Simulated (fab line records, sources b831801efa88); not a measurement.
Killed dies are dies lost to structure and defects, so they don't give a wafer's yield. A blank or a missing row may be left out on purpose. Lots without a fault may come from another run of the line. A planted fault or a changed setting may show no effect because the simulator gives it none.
fab line records | flow sky130
record lots=11 wafers=31 last_day=50
route steps=708 shown LI_CONTACT@386 CONTACT@411 METAL1@436
lots that met no fault: from a run of the same line without faults
start_h: hours from the record's first day to the start of the lot's first wafer shown | wait_h: hours since the lot's step before | " the same as in the row above | L1.1+2: a row that stands for several wafers | - no value, or no start given | * or withheld: withheld | < > ~ a bound
route shown NAME@n: a module of which the file shows steps, and the number in the route of the first | usual: mean/standard deviation of fault-free wafers | same: alike in all rows | chamber/n: place in a boat | sites: the reading at each site | _std_site: their standard deviation | _edge_site: outer sites' mean less inner sites' | radius_mm: how far each site lies from the wafer's centre | mask NAME#n: copy n | behind: the tool/chamber that last shaped the wafer | hold: why the lot was held/for how many hours/how that ended | device: the transistor (n, p or np) that didn't switch | end of line: the same wafers' tests at the end of the route | a step without rows: its recipe alone | killed: dies lost to structure and defects at the first sort, not the wafer's yield | map: a wafer's dies, x killed, . not, _ none there
set.NAME: the setting as run; set.NAME@STEP: as run at that earlier step | model.NAME: the simulator's own value behind a step, which no gauge read
steps of the route over a sample of lots; a table a step, a row a wafer
services: from which hour (start_h, from the record's first day; less than 0 if before it) a tool's chamber was out of use, for how many hours, and why
## steps
# step SKY_LI_CONTACT_CMP_24
# recipe stop_on=PSG t_overpolish_s=20 down_force_psi=3.5 platen_rpm=60 target_thk_nm=0 pad_velocity_m_s=0.94248
# usual motor_current_A=11.4/1.1 overpolish_run_s=19.999/0.0086 slurry_filter_dp_kPa=13.49/0.14 time_to_endpoint_s=97/3.1
# columns lot.wafer tool chamber start_h wait_h motor_current_A overpolish_run_s slurry_filter_dp_kPa time_to_endpoint_s
L702.3 cmp-02 2 683.31 0.2 12.9 20.006 13.63 98
L702.6 " 3 " " 10.8 20.004 13.43 101
L702.5 " 0 " " 10.6 20.002 13.49 98
L703.2 cmp-01 3 693.76 0.0 11.0 19.993 13.56 99
L703.4 " 0 " " 11.9 20.002 13.70 101
L703.1 " 1 " " 10.4 19.990 13.68 99
L704.1 cmp-02 0 700.34 0.1 10.7 19.997 13.29 98
L704.4 " 1 " " 11.1 20.000 13.52 102
L704.5 " 0 " " 9.8 20.016 13.37 94
L705.1 cmp-01 3 714.74 0.1 10.8 20.001 13.46 99
L705.2 " 0 " " 12.0 19.994 13.57 101
L705.6 " 2 " " 14.1 19.997 13.69 96
L706.3 cmp-02 0 719.93 0.1 10.4 19.998 13.54 100
L706.1 " 1 " " 11.3 20.017 13.51 98
L706.4 " 2 " " 12.5 20.012 13.60 100
L710.1 cmp-02 1 748.37 0.1 11.3 20.014 13.49 107
L710.3 " 2 " " 12.7 20.008 13.75 100
L710.6 " 3 " " 11.5 19.984 13.58 102
L712.1 cmp-02 1 765.93 0.1 11.5 19.997 13.32 99
L712.4 " 2 " " 12.7 20.000 13.49 94
L713.3 cmp-02 1 775.46 0.0 11.2 20.003 13.31 100
L713.5 " 2 " " 12.7 20.005 13.63 95
L721.1 cmp-02 0 827.19 0.1 9.9 20.003 13.56 96
L721.2 " 2 " " 12.5 20.013 13.66 95
L721.5 " 0 " " 10.0 20.004 13.52 99
L722.3 cmp-01 2 835.43 0.0 13.4 20.007 13.65 98
L722.4 " 3 " " 11.9 19.996 13.35 91
L722.2 " 1 " " 10.9 20.004 13.54 93
L724.3 cmp-01 2 854.49 0.0 13.9 19.998 13.58 96
L724.2 " 3 " " 11.2 19.997 13.57 94
L724.6 " 3 " " 11.1 20.008 13.55 96
# step SKY_CONTACT_BOW_MEAS_05
# recipe mode=bow
# usual CONTACT_BOW=80/7.3
# columns lot.wafer tool chamber start_h wait_h CONTACT_BOW[um]
L702.3 film_metro-01 - 712.87 0.3 82
L702.5 " - " " 77
L702.6 " - " " 77
L703.1 film_metro-02 - 723.39 0.1 79
L703.2 " - " " 79
L703.4 " - " " 71
L704.1 film_metro-02 - 729.78 0.1 75
L704.4 " - " " 77
L704.5 " - " " 85
L705.1 film_metro-04 - 744.62 0.2 95
L705.2 " - " " 90
L705.6 " - " " 82
L706.1 film_metro-02 - 749.33 0.1 84
L706.3 " - " " 78
L706.4 " - " " 77
L710.1 film_metro-01 - 776.05 0.2 95
L710.3 " - " " 88
L710.6 " - " " 96
L712.1 film_metro-02 - 794.28 0.2 69
L712.4 " - " " 80
L713.3 film_metro-02 - 803.73 0.2 67
L713.5 " - " " 86
L721.1 film_metro-04 - 855.58 0.1 87
L721.2 " - " " 59
L721.5 " - " " 75
L722.2 film_metro-02 - 864.47 0.1 89
L722.3 " - " " 93
L722.4 " - " " 86
L724.2 film_metro-02 - 881.80 0.2 93
L724.3 " - " " 79
L724.6 " - " " 79
# step SKY_CONTACT_CVD_24
# recipe material=W target_thk_nm=340 time_s=102.12 temp_c=400 pressure_torr=40
# usual heater_power_w=834/53
# columns lot.wafer tool chamber start_h wait_h heater_power_w
L702.3 cvd_w-02 0 741.50 0.1 829
L702.5 " 0 " " 840
L702.6 " 0 " " 803
L703.1 cvd_w-02 0 752.03 0.0 810
L703.2 " 0 " " 841
L703.4 " 0 " " 815
L704.1 cvd_w-01 1 757.26 0.0 903
L704.4 " 0 " " 745
L704.5 " 0 " " 766
L705.1 cvd_w-01 1 771.94 0.0 909
L705.2 " 0 " " 741
L705.6 " 1 " " 909
L706.1 cvd_w-02 0 776.13 0.0 819
L706.3 " 0 " " 845
L706.4 " 1 " " 848
L710.1 cvd_w-02 0 802.80 0.0 854
L710.3 " 0 " " 827
L710.6 " 0 " " 807
L712.1 cvd_w-02 1 821.09 0.0 870
L712.4 " 0 " " 828
L713.3 cvd_w-02 0 831.46 0.1 835
L713.5 " 1 " " 854
L721.1 cvd_w-01 0 882.84 0.0 751
L721.2 " 1 " " 910
L721.5 " 1 " " 918
L722.2 cvd_w-01 1 891.03 0.0 902
L722.3 " 1 " " 916
L722.4 " 0 " " 771
L724.2 cvd_w-02 1 907.86 0.0 855
L724.3 " 0 " " 820
L724.6 " 1 " " 884
# step SKY_CONTACT_RS_MEAS_25
# recipe thk_meas_gauge=four-point-probe reads=W_of_CONTACT_CVD_24+TiN_of_CONTACT_SPUTTER_23
# usual CONTACT_W_RS=0.337/0.0033
# columns lot.wafer tool chamber start_h wait_h hold CONTACT_W_RS[ohm/sq]
L702.3 film_metro-02 - 741.69 0.2 - 0.335
L702.5 " - " " - 0.331
L702.6 " - " " - 0.333
L703.1 film_metro-02 - 752.25 0.2 - 0.336
L703.2 " - " " - 0.334
L703.4 " - " " - 0.335
L704.1 film_metro-04 - 757.37 0.1 - 0.340
L704.4 " - " " - 0.341
L704.5 " - " " - 0.340
L705.1 film_metro-02 - 772.05 0.1 - 0.332
L705.2 " - " " - 0.336
L705.6 " - " " - 0.333
L706.1 film_metro-02 - 776.24 0.1 - 0.338
L706.3 " - " " - 0.341
L706.4 " - " " - 0.339
L710.1 film_metro-02 - 802.91 0.1 - 0.334
L710.3 " - " " - 0.333
L710.6 " - " " - 0.334
L712.1 film_metro-01 - 821.20 0.1 await_dispo/0.2h/release 0.544
L712.4 " - " " await_dispo/0.2h/release 0.335
L712.1 film_metro-01 - 821.49 0.3 - 0.546
L712.4 " - " " - 0.334
L713.3 film_metro-02 - 831.57 0.1 await_dispo/0.2h/release 0.337
L713.5 " - " " await_dispo/0.2h/release 0.546
L713.3 film_metro-02 - 832.47 0.9 - 0.337
L713.5 " - " " - 0.547
L721.1 film_metro-01 - 882.95 0.1 - 0.339
L721.2 " - " " - 0.341
L721.5 " - " " - 0.339
L722.2 film_metro-04 - 891.16 0.1 - 0.337
L722.3 " - " " - 0.337
L722.4 " - " " - 0.339
L724.2 film_metro-04 - 907.99 0.1 - 0.334
L724.3 " - " " - 0.339
L724.6 " - " " - 0.333
# step SKY_CONTACT_THK_MEAS_26
# recipe thk_meas_gauge=xrf reads=W_of_CONTACT_CVD_24
# usual CONTACT_W_THK=333/3.7
# columns lot.wafer tool chamber start_h wait_h hold CONTACT_W_THK[nm]
L702.3 film_metro-02 - 741.79 0.1 - 334
L702.5 " - " " - 338
L702.6 " - " " - 336
L703.1 film_metro-02 - 752.37 0.1 - 332
L703.2 " - " " - 332
L703.4 " - " " - 336
L704.1 film_metro-04 - 757.49 0.1 - 332
L704.4 " - " " - 329
L704.5 " - " " - 330
L705.1 film_metro-02 - 772.17 0.1 - 337
L705.2 " - " " - 334
L705.6 " - " " - 336
L706.1 film_metro-02 - 776.36 0.1 - 333
L706.3 " - " " - 329
L706.4 " - " " - 329
L710.1 film_metro-02 - 803.03 0.1 - 334
L710.3 " - " " - 331
L710.6 " - " " - 333
L712.1 film_metro-01 - 828.28 6.8 await_dispo/0.2h/release 210
L712.4 " - " " await_dispo/0.2h/release 342
L712.1 film_metro-01 - 828.51 0.2 - 210
L712.4 " - " " - 340
L713.3 film_metro-02 - 834.50 2.0 await_dispo/0.2h/release 333
L713.5 " - " " await_dispo/0.2h/release 208
L713.3 film_metro-02 - 834.74 0.2 - 333
L713.5 " - " " - 208
L721.1 film_metro-01 - 883.07 0.1 - 334
L721.2 " - " " - 333
L721.5 " - " " - 337
L722.2 film_metro-04 - 891.27 0.1 - 330
L722.3 " - " " - 333
L722.4 " - " " - 331
L724.2 film_metro-04 - 908.10 0.1 - 334
L724.3 " - " " - 332
L724.6 " - " " - 337
# step SKY_CONTACT_CMP_27
# recipe stop_on=SiO2 t_overpolish_s=15 down_force_psi=3.5 platen_rpm=60 target_thk_nm=0 pad_velocity_m_s=0.94248
# usual motor_current_A=11.7/1.2 slurry_filter_dp_kPa=13.49/0.13 time_to_endpoint_s=82.5/2.9
# columns lot.wafer tool chamber start_h wait_h hold motor_current_A slurry_filter_dp_kPa time_to_endpoint_s
L702.3 cmp-01 1 741.98 0.2 - 11.1 13.58 79.7
L702.5 " 2 " " - 14.4 13.22 86.2
L702.6 " 3 " " - 10.3 13.34 84.0
L703.4 cmp-01 0 752.46 0.1 - 11.9 13.52 87.9
L703.2 " 1 " " - 10.2 13.61 81.3
L703.1 " 3 " " - 11.2 13.51 83.2
L704.4 cmp-02 3 757.55 0.0 - 11.5 13.38 84.6
L704.1 " 2 " " - 13.0 13.39 81.2
L704.5 " 3 " " - 11.0 13.55 86.6
L705.2 cmp-01 3 772.28 0.1 - 10.9 13.44 79.5
L705.1 " 0 " " - 12.0 13.70 84.1
L705.6 " 2 " " - 13.7 13.37 80.5
L706.3 cmp-01 1 776.42 0.0 - 10.0 13.58 83.7
L706.4 " 2 " " - 14.3 13.70 85.7
L706.1 " 0 " " - 12.3 13.57 89.4
L710.1 cmp-01 2 803.14 0.1 - 14.0 13.47 83.7
L710.3 " 0 " " - 12.0 13.57 86.3
L710.6 " 1 " " - 10.1 13.52 80.3
L712.1 cmp-02 0 830.86 2.3 await_dispo/2.2h/release 10.5 13.43 47.7
L712.4 " 1 " " await_dispo/2.2h/release 10.7 13.44 86.1
L713.3 cmp-01 0 839.23 4.5 await_dispo/3.8h/release 12.1 13.55 82.9
L713.5 " 2 " " await_dispo/3.8h/release 13.8 13.55 52.3
L721.2 cmp-02 1 883.18 0.1 - 10.9 13.56 82.8
L721.1 " 3 " " - 11.4 13.37 82.8
L721.5 " 1 " " - 11.4 13.49 85.1
L722.4 cmp-01 3 891.36 0.1 - 10.1 13.17 82.6
L722.3 " 0 " " - 12.8 13.55 87.9
L722.2 " 1 " " - 10.1 13.60 79.0
L724.3 cmp-01 0 908.25 0.1 - 12.0 13.54 82.4
L724.2 " 1 " " - 10.5 13.63 78.5
L724.6 " 2 " " - 13.5 13.39 85.6
# step SKY_METAL1_SPUTTER_02
# recipe material=AlCu target_thk_nm=250 power_w=10600 time_s=13.3 chamber_pressure_pa=0.4
# usual throttle_valve_pct=30.4/0.94
# columns lot.wafer tool chamber start_h wait_h throttle_valve_pct
L702.3 pvd_sputter-02 - 742.18 0.0 32.0
L702.5 " - " " 29.2
L702.6 " - " " 31.9
L703.1 pvd_sputter-04 - 752.81 0.0 32.0
L703.2 " - " " 30.0
L703.4 " - " " 30.9
L704.1 pvd_sputter-04 - 757.90 0.0 32.1
L704.4 " - " " 30.0
L704.5 " - " " 30.2
L705.1 pvd_sputter-04 - 772.58 0.0 30.2
L705.2 " - " " 30.7
L705.6 " - " " 30.6
L706.1 pvd_sputter-02 - 776.77 0.0 29.2
L706.3 " - " " 29.1
L706.4 " - " " 29.8
L710.1 pvd_sputter-01 - 803.44 0.0 30.1
L710.3 " - " " 30.6
L710.6 " - " " 29.6
L712.1 pvd_sputter-04 - 831.10 0.0 32.0
L712.4 " - " " 29.9
L713.3 pvd_sputter-01 - 839.48 0.0 30.4
L713.5 " - " " 30.2
L721.1 pvd_sputter-02 - 883.48 0.0 29.5
L721.2 " - " " 31.9
L721.5 " - " " 29.3
L722.2 pvd_sputter-02 - 891.71 0.0 29.3
L722.3 " - " " 32.0
L722.4 " - " " 29.4
L724.2 pvd_sputter-04 - 908.51 0.0 30.1
L724.3 " - " " 32.2
L724.6 " - " " 30.2
## services
# columns tool chamber start_h hours kind
cmp-01 - 664.71 1.3 repair
pvd_sputter-04 - 668.62 3.5 repair
cvd_w-01 0 671.36 14.1 repair
pvd_sputter-04 - 685.52 3.8 repair
cmp-02 - 697.87 0.3 repair
pvd_sputter-04 - 698.36 1.0 repair
cvd_w-02 1 716.27 58.0 repair
cmp-01 - 723.79 6.6 pm
cvd_w-01 1 730.77 5.7 repair
cmp-01 - 733.13 6.6 repair
cmp-01 - 742.89 5.5 pm
cmp-02 - 750.62 4.0 pm
pvd_sputter-02 - 770.12 0.5 repair
cmp-01 - 801.21 0.7 repair
cmp-02 - 801.94 3.8 pm
cmp-02 - 808.34 0.3 repair
cvd_w-01 0 808.64 6.7 repair
cmp-01 - 836.15 2.3 repair
cmp-02 - 856.34 0.8 repair
cvd_w-02 1 864.17 7.4 repair
cmp-02 - 879.96 1.3 repair
cmp-01 - 881.02 5.1 repair
cmp-02 - 890.57 10.9 pm
cvd_w-01 - 904.00 14.0 pm
## key
first_sign step=SKY_CONTACT_RS_MEAS_25 reading=visit direction=added
effect step=SKY_CONTACT_RS_MEAS_25 reading=CONTACT_W_RS direction=up sigmas=63 usual=0.337 struck=0.545
effect step=SKY_CONTACT_THK_MEAS_26 reading=visit direction=added
effect step=SKY_CONTACT_THK_MEAS_26 reading=CONTACT_W_THK direction=down sigmas=34 usual=333 struck=209
effect step=SKY_CONTACT_CMP_27 reading=time_to_endpoint_s direction=down sigmas=11 usual=* struck=*
met_at SKY_CONTACT_CVD_24
struck_lots L712,L713
struck_wafers L712.1,L713.5
tester_left_out L712,L713
not_acting_at SKY_LI_CONTACT_CMP_24,SKY_CONTACT_BOW_MEAS_05,SKY_METAL1_SPUTTER_02
onset_between 802.80 821.09
fault kind=process_parameter_drift tool=cvd_w-02 chamber=- onset_h=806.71 steps=SKY_CONTACT_CVD_24 channel=target_thk_nm offset=-129.82 shape=step end_h=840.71 scope=struck_wafers_only acts_in=these_recipes_only stated=340
# tester_left_out: of these lots the tester's yield and bins aren't shown, on N5 and GAA mostly nor the transistor test; their killed dies are dies lost to structure and defects alone, not to doping, threshold or leakage, so they don't give the yield
